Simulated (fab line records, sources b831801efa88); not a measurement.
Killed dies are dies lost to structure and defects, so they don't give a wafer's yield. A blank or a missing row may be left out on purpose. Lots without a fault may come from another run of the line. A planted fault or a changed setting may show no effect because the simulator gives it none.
One fault seen from 2 desks | flow sky130 | each desk has only its own numbers; what lay behind them comes last

THE METROLOGY DESK
What the gauges read, lot by lot, whatever tool the lot ran on: means of the sampled wafers that have a number. A lot is out of limits, marked OUT, if its mean lies more than 4 standard deviations from the usual mean; the brackets give that distance.
Columns: A = cd_nm at SKY_FIELD_ISO_CD_MEAS_13, usual 150.2 nm
lot  | first seen here | A
L296 | day 3 06:19     | 150.4
L298 | day 3 16:34     | 150.6
L309 | day 6 03:17     | 150.3
L310 | day 6 07:44     | 148.3
L312 | day 6 15:59     | 149.2
L314 | day 7 06:31     | 150.8
This desk's finding: nothing out of limits on any of the 6 lots.

THE TOOL OWNER'S DESK: rie_si-02
The tool's own readings at SKY_FIELD_ISO_ETCH_17 (etches Si in HBr/Cl2/O2, target depth 342 nm, time 97.7 s): means of the sampled wafers that have a number, for each lot that ran on this tool. A lot is out of limits, marked OUT, if its mean lies more than 4 standard deviations from the usual mean; the brackets give that distance.
Columns: A = drypump_motor_current_A at SKY_FIELD_ISO_ETCH_17, usual 5.82 A; B = oes_product_au at SKY_FIELD_ISO_ETCH_17, usual 0.999 a.u.; C = rf_fwd_power_W at SKY_FIELD_ISO_ETCH_17, usual 597.1 W; D = run_length_s at SKY_FIELD_ISO_ETCH_17, usual 126.0 s; E = throttle_valve_pct at SKY_FIELD_ISO_ETCH_17, usual 25.656 %
lot  | first seen here | A    | B     | C     | D     | E
L296 | day 3 06:37     | 5.82 | 1.002 | 599.8 | 128.0 | 25.654
L298 | day 3 16:51     | 5.77 | 1.002 | 599.3 | 128.0 | 25.655
L310 | day 6 08:03     | 5.57 | 1.008 | 598.7 | 125.9 | 25.651
This desk's finding: nothing out of limits on any of the 3 lots.

PUT TOGETHER
The metrology desk saw nothing out of limits.
The tool owner's desk saw nothing out of limits.

WHAT THE SIMULATOR HAD PUT IN
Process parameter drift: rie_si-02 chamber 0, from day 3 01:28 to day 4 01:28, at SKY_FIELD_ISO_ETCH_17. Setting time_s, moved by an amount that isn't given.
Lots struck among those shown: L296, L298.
